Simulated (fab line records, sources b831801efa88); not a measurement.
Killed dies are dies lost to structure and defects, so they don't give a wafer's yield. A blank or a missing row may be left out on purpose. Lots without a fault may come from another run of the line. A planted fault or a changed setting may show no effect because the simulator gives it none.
Which tool did it? | flow sky130 | 10 lots, 30 wafers sampled, at 6 steps of a route of 708

WHAT THE GAUGES READ, wafer by wafer
SKY_METAL2_CD_MEAS_15: target cd 140 nm.
lot  | measured     | on        | cd_nm (nm)
L739 | day 37 01:38 | cd_sem-02 | 140.3 140.4 141.5
L743 | day 37 19:46 | cd_sem-01 | 138.4 138.9 138.8
L746 | day 38 19:59 | cd_sem-01 | 141.7 141.4 140.5
L747 | day 39 01:33 | cd_sem-02 | 139.3 140.2 139.0
L748 | day 39 04:38 | cd_sem-02 | 140.3 140.7 140.5
L751 | day 40 02:55 | cd_sem-02 | 141.6 142.7 141.5
L755 | day 41 00:49 | cd_sem-02 | 138.7 140.4 138.0
L756 | day 41 07:55 | cd_sem-02 | 141.9 141.4 142.3
L757 | day 41 09:00 | cd_sem-01 | 140.3 141.4 141.5
L759 | day 42 05:56 | cd_sem-02 | 141.8 141.8 141.9

SKY_CAPM_RS_MEAS_03: measures by four-point-probe.
lot  | measured     | on            | CAPM_TIN_RS (ohm/sq)
L739 | day 38 07:47 | film_metro-03 | 7.01 6.98 7.05
L743 | day 39 01:11 | film_metro-03 | 6.85 6.85 6.87
L746 | day 40 01:53 | film_metro-02 | 6.93 7.02 6.98
L747 | day 40 05:57 | film_metro-01 | 6.89 6.99 6.94
L748 | day 40 09:08 | film_metro-02 | 7.42 7.04 7.43
L751 | day 41 07:13 | film_metro-02 | 6.91 6.94 6.79
L755 | day 42 05:11 | film_metro-01 | 6.90 6.83 6.89
L756 | day 42 11:44 | film_metro-01 | 6.79 7.00 6.82
L757 | day 42 11:58 | film_metro-02 | 6.74 6.71 6.75
L759 | day 43 08:50 | film_metro-01 | 6.80 6.86 6.86

SKY_CAPM_THK_MEAS_04: measures by xrf.
lot  | measured     | on            | CAPM_TIN_THK (nm)
L739 | day 38 07:55 | film_metro-03 | 200 200 197
L743 | day 39 01:17 | film_metro-03 | 204 202 203
L746 | day 40 01:59 | film_metro-02 | 202 199 200
L747 | day 40 06:04 | film_metro-01 | 202 197 199
L748 | day 40 09:15 | film_metro-02 | 188 199 187
L751 | day 41 07:19 | film_metro-02 | 201 200 204
L755 | day 42 05:19 | film_metro-01 | 199 202 200
L756 | day 42 11:51 | film_metro-01 | 203 196 202
L757 | day 42 12:05 | film_metro-02 | 205 206 205
L759 | day 43 08:57 | film_metro-01 | 205 203 202

WHICH TOOL RAN EACH LOT (tool, then ch and the chambers of the sampled wafers, then the start)
lot  | SKY_METAL3_SPUTTER_02        | SKY_CAPM_CVD_00                 | SKY_CAPM_SPUTTER_02
L739 | pvd_sputter-01, day 38 07:29 | pecvd-02 ch 0,1, day 38 07:36   | pvd_sputter-04, day 38 07:41
L743 | pvd_sputter-02, day 39 00:50 | pecvd-04 ch 0,1,2, day 39 00:57 | pvd_sputter-01, day 39 01:02
L746 | pvd_sputter-01, day 40 01:34 | pecvd-04 ch 0,1,2, day 40 01:40 | pvd_sputter-04, day 40 01:45
L747 | pvd_sputter-02, day 40 05:38 | pecvd-02 ch 1,2, day 40 05:44   | pvd_sputter-04, day 40 05:49
L748 | pvd_sputter-03, day 40 08:50 | pecvd-03 ch 1,2, day 40 08:56   | pvd_sputter-04, day 40 09:01
L751 | pvd_sputter-03, day 41 06:52 | pecvd-02 ch 0,1, day 41 06:59   | pvd_sputter-01, day 41 07:04
L755 | pvd_sputter-03, day 42 04:54 | pecvd-02 ch 1,2, day 42 05:00   | pvd_sputter-01, day 42 05:05
L756 | pvd_sputter-01, day 42 11:26 | pecvd-02 ch 0,1,2, day 42 11:32 | pvd_sputter-02, day 42 11:37
L757 | pvd_sputter-03, day 42 11:39 | pecvd-04 ch 1,2, day 42 11:46   | pvd_sputter-01, day 42 11:50
L759 | pvd_sputter-02, day 43 08:32 | pecvd-02 ch 0, day 43 08:38     | pvd_sputter-01, day 43 08:43
- SKY_METAL3_SPUTTER_02: material AlCu, target thk 735 nm, time 39.1 s.
- SKY_CAPM_CVD_00: deposits SiO2, target thk 15.5 nm.
- SKY_CAPM_SPUTTER_02: material TiN, target thk 200 nm, time 166.7 s.

WHAT THE TOOLS THEMSELVES READ (means of the sampled wafers that have a number; where no wafer has one, the mark that the record gives instead)
SKY_METAL3_SPUTTER_02.
lot  | tool           | throttle_valve_pct (%)
L739 | pvd_sputter-01 | 30.1
L743 | pvd_sputter-02 | 29.7
L746 | pvd_sputter-01 | 30.5
L747 | pvd_sputter-02 | 31.5
L748 | pvd_sputter-03 | 29.7
L751 | pvd_sputter-03 | 29.7
L755 | pvd_sputter-03 | 29.7
L756 | pvd_sputter-01 | 30.6
L757 | pvd_sputter-03 | 29.5
L759 | pvd_sputter-02 | 30.4

SKY_CAPM_CVD_00.
lot  | tool     | heater_power_w (W)
L739 | pecvd-02 | 730
L743 | pecvd-04 | 737
L746 | pecvd-04 | 767
L747 | pecvd-02 | 762
L748 | pecvd-03 | 721
L751 | pecvd-02 | 718
L755 | pecvd-02 | 729
L756 | pecvd-02 | 722
L757 | pecvd-04 | 779
L759 | pecvd-02 | 777

SKY_CAPM_SPUTTER_02.
lot  | tool           | throttle_valve_pct (%)
L739 | pvd_sputter-04 | 29.3
L743 | pvd_sputter-01 | 30.3
L746 | pvd_sputter-04 | 30.1
L747 | pvd_sputter-04 | 30.1
L748 | pvd_sputter-04 | 29.7
L751 | pvd_sputter-01 | 30.7
L755 | pvd_sputter-01 | 30.7
L756 | pvd_sputter-02 | 29.8
L757 | pvd_sputter-01 | 30.8
L759 | pvd_sputter-01 | 30.8

THE ANSWER, worked out from the rows above alone
Rule: what is usual is taken from the lots themselves. Put in order of their means at a reading, lots are off if they are a third of the lots or fewer, leave a main group of 4 or more, and stand apart from it by a gap of 3 or more times the standard deviation of the main group's means; of several such gaps the widest counts. A main group whose means are all the same, to the digits that the tables above print for the reading, isn't used. A lot without any number at a reading at which 4 lots or more have one is off too. The other lots that the step has rows for count as sound. The gauges are gone through in route order, then the tools' own readings, and for those a lot's mean is taken as printed above. The first step at which some lot is off is used, and at that step the reading that is off furthest; a lot without a number counts as furthest.
Off: L748, at SKY_CAPM_RS_MEAS_03 (CAPM_TIN_RS). The main group: mean 6.89 ohm/sq, standard deviation 0.078.
A tool fits if, at a process step before that reading, it ran every lot that is off, and no sound lot after the first of them. The gauges at SKY_CAPM_RS_MEAS_03 are tried like those tools. Can't be told from this: 2 tools fit, pecvd-03 at SKY_CAPM_CVD_00, pvd_sputter-04 at SKY_CAPM_SPUTTER_02.

WHAT THE SIMULATOR HAD PUT IN
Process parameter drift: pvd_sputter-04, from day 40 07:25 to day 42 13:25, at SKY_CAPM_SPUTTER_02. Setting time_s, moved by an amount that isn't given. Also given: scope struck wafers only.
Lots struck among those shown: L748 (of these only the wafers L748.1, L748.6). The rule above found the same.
